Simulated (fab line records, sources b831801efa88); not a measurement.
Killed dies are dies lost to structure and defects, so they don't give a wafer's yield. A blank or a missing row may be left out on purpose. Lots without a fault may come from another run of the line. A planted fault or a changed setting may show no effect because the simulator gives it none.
Which tool did it? | flow gf180mcu | 12 lots, 35 wafers sampled, at 6 steps of a route of 602

WHAT THE GAUGES READ, wafer by wafer
GF_V3_THK_MEAS_03.
lot  | measured     | on            | V3_CVD_02_THK (nm)
L560 | day 21 23:58 | film_metro-01 | 838 834 855
L561 | day 22 07:08 | film_metro-02 | 851 850 865
L564 | day 23 13:01 | film_metro-01 | 844 848 848
L566 | day 24 02:24 | film_metro-01 | 841 1156
L568 | day 25 04:15 | film_metro-02 | 854 857 1163
L574 | day 27 06:04 | film_metro-03 | 821 830 853
L575 | day 27 15:09 | film_metro-03 | 832 844 862
L576 | day 27 21:30 | film_metro-01 | 845 841 852
L579 | day 28 15:34 | film_metro-02 | 851 845 846
L578 | day 28 15:55 | film_metro-01 | 840 840 845
L580 | day 28 19:53 | film_metro-03 | 854 842 854
L581 | day 28 23:44 | film_metro-03 | 840 834 842

GF_V3_CD_MEAS_14: target cd 260 nm.
lot  | measured     | on        | cd_nm (nm)
L560 | day 22 23:34 | cd_sem-01 | 258.1 258.9 259.0
L561 | day 23 06:32 | cd_sem-02 | 258.8 258.0 259.4
L564 | day 24 11:49 | cd_sem-01 | 258.6 259.6 257.1
L566 | day 25 00:17 | cd_sem-02 | 260.3 262.0
L568 | day 26 02:28 | cd_sem-01 | 261.0 261.2 260.1
L574 | day 28 02:22 | cd_sem-01 | 258.6 260.3 260.3
L575 | day 28 11:23 | cd_sem-02 | 260.6 259.0 260.4
L576 | day 28 17:17 | cd_sem-01 | 260.2 259.9 261.3
L579 | day 29 10:50 | cd_sem-01 | 259.3 259.6 258.2
L578 | day 29 11:28 | cd_sem-02 | 259.1 259.3 260.3
L580 | day 29 15:23 | cd_sem-02 | 258.1 260.0 258.8
L581 | day 29 18:22 | cd_sem-01 | 259.2 259.8 258.8

WHICH TOOL RAN EACH LOT (tool, then ch and the chambers of the sampled wafers, then the start)
lot  | GF_V2_SPUTTER_22             | GF_M3_SPUTTER_02             | GF_V3_CVD_02                    | GF_V3_CMP_04
L560 | pvd_sputter-04, day 20 21:44 | pvd_sputter-01, day 20 22:30 | pecvd-04 ch 1,2, day 21 23:53   | cmp-01 ch 0,1, day 22 00:01
L561 | pvd_sputter-03, day 21 05:35 | pvd_sputter-01, day 21 06:21 | pecvd-01 ch 1,2, day 22 07:03   | cmp-01 ch 0,1,2, day 22 07:17
L564 | pvd_sputter-01, day 22 13:18 | pvd_sputter-02, day 22 14:04 | pecvd-04 ch 1,2, day 23 12:56   | cmp-02 ch 0,2,3, day 23 13:04
L566 | pvd_sputter-03, day 23 01:10 | pvd_sputter-02, day 23 01:56 | pecvd-04 ch 1,2, day 24 02:19   | cmp-02 ch 0, day 24 02:30
L568 | pvd_sputter-04, day 24 05:20 | pvd_sputter-01, day 24 06:05 | pecvd-04 ch 0,1,2, day 25 04:11 | cmp-01 ch 0,3, day 25 04:19
L574 | pvd_sputter-03, day 26 08:05 | pvd_sputter-02, day 26 08:52 | pecvd-03 ch 0,2, day 27 05:59   | cmp-01 ch 1,3, day 27 06:07
L575 | pvd_sputter-03, day 26 17:37 | pvd_sputter-02, day 26 18:23 | pecvd-01 ch 0,1,2, day 27 15:04 | cmp-01 ch 0,1,2, day 27 15:12
L576 | pvd_sputter-01, day 26 23:19 | pvd_sputter-01, day 27 00:05 | pecvd-01 ch 0,1, day 27 21:25   | cmp-02 ch 0,1,3, day 27 21:33
L579 | pvd_sputter-03, day 27 18:20 | pvd_sputter-02, day 27 19:06 | pecvd-01 ch 0,2, day 28 15:29   | cmp-02 ch 0,1,2, day 28 15:43
L578 | pvd_sputter-01, day 27 18:45 | pvd_sputter-03, day 27 19:31 | pecvd-03 ch 0,1,2, day 28 15:50 | cmp-02 ch 0,1,2, day 28 15:58
L580 | pvd_sputter-01, day 27 22:18 | pvd_sputter-02, day 27 23:04 | pecvd-03 ch 0,1, day 28 19:49   | cmp-02 ch 2,3, day 28 19:59
L581 | pvd_sputter-01, day 28 02:58 | pvd_sputter-03, day 28 03:44 | pecvd-03 ch 0,1,2, day 28 23:40 | cmp-02 ch 0,2, day 29 00:08
- GF_V2_SPUTTER_22: material TiN, target thk 10 nm, time 40 s.
- GF_M3_SPUTTER_02: material AlCu, target thk 450 nm, time 23.9 s.
- GF_V3_CVD_02: deposits SiO2 from TEOS, target thk 850 nm, time 94.851 s.
- GF_V3_CMP_04: polishes SiO2.

WHAT THE TOOLS THEMSELVES READ (means of the sampled wafers that have a number; where no wafer has one, the mark that the record gives instead)
GF_V2_SPUTTER_22.
lot  | tool           | throttle_valve_pct (%)
L560 | pvd_sputter-04 | 29.4
L561 | pvd_sputter-03 | 28.9
L564 | pvd_sputter-01 | 29.4
L566 | pvd_sputter-03 | 27.9
L568 | pvd_sputter-04 | 29.4
L574 | pvd_sputter-03 | 29.3
L575 | pvd_sputter-03 | 29.4
L576 | pvd_sputter-01 | 28.9
L579 | pvd_sputter-03 | 29.5
L578 | pvd_sputter-01 | 29.1
L580 | pvd_sputter-01 | 29.3
L581 | pvd_sputter-01 | 29.2

GF_M3_SPUTTER_02.
lot  | tool           | throttle_valve_pct (%)
L560 | pvd_sputter-01 | 29.1
L561 | pvd_sputter-01 | 29.2
L564 | pvd_sputter-02 | 31.2
L566 | pvd_sputter-02 | 30.6
L568 | pvd_sputter-01 | 29.5
L574 | pvd_sputter-02 | 31.7
L575 | pvd_sputter-02 | 31.1
L576 | pvd_sputter-01 | 29.0
L579 | pvd_sputter-02 | 31.0
L578 | pvd_sputter-03 | 29.6
L580 | pvd_sputter-02 | 31.6
L581 | pvd_sputter-03 | 29.8

GF_V3_CVD_02.
lot  | tool     | heater_power_w (W)
L560 | pecvd-04 | 650
L561 | pecvd-01 | 695
L564 | pecvd-04 | 677
L566 | pecvd-04 | 758
L568 | pecvd-04 | 606
L574 | pecvd-03 | 677
L575 | pecvd-01 | 632
L576 | pecvd-01 | 621
L579 | pecvd-01 | 611
L578 | pecvd-03 | 780
L580 | pecvd-03 | 781
L581 | pecvd-03 | 726

GF_V3_CMP_04.
lot  | tool   | head_pressure_psi (psi) | motor_current_A (A) | slurry_flow_ml_min | time_to_endpoint_s (s)
L560 | cmp-01 | 3.997                   | 10.9                | 150.0              | 81
L561 | cmp-01 | 4.006                   | 11.3                | 150.3              | 82
L564 | cmp-02 | 3.998                   | 10.6                | 149.9              | 82
L566 | cmp-02 | 3.992                   | 10.6                | 150.8              | 140
L568 | cmp-01 | 4.007                   | 10.8                | 150.2              | 115
L574 | cmp-01 | 4.004                   | 11.1                | 150.4              | 75
L575 | cmp-01 | 4.006                   | 11.3                | 149.9              | 78
L576 | cmp-02 | 3.987                   | 10.7                | 150.3              | 79
L579 | cmp-02 | 3.999                   | 11.5                | 150.1              | 78
L578 | cmp-02 | 3.999                   | 11.1                | 149.7              | 74
L580 | cmp-02 | 3.999                   | 11.1                | 149.9              | 77
L581 | cmp-02 | 3.993                   | 10.9                | 149.7              | 70

THE ANSWER, worked out from the rows above alone
Rule: what is usual is taken from the lots themselves. Put in order of their means at a reading, lots are off if they are a third of the lots or fewer, leave a main group of 4 or more, and stand apart from it by a gap of 3 or more times the standard deviation of the main group's means; of several such gaps the widest counts. A main group whose means are all the same, to the digits that the tables above print for the reading, isn't used. A lot without any number at a reading at which 4 lots or more have one is off too. The other lots that the step has rows for count as sound. The gauges are gone through in route order, then the tools' own readings, and for those a lot's mean is taken as printed above. The first step at which some lot is off is used, and at that step the reading that is off furthest; a lot without a number counts as furthest.
Off: L566, L568, at GF_V3_THK_MEAS_03 (V3_CVD_02_THK). The main group: mean 845 nm, standard deviation 5.5.
A tool fits if, at a process step before that reading, it ran every lot that is off, and no sound lot after the first of them. The gauges at GF_V3_THK_MEAS_03 aren't tried: what is off there is off at GF_V3_CMP_04 too, on other tools, and a gauge's error can't cause that. One fits: pecvd-04 at GF_V3_CVD_02. Its last sound lot is L564 (day 23 12:56), its first lot that is off L566 (day 24 02:19): a fault that began between those two fits.

WHAT THE SIMULATOR HAD PUT IN
Process parameter drift: pecvd-04, from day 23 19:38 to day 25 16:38, at GF_V3_CVD_02. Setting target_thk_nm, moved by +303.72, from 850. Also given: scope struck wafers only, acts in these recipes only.
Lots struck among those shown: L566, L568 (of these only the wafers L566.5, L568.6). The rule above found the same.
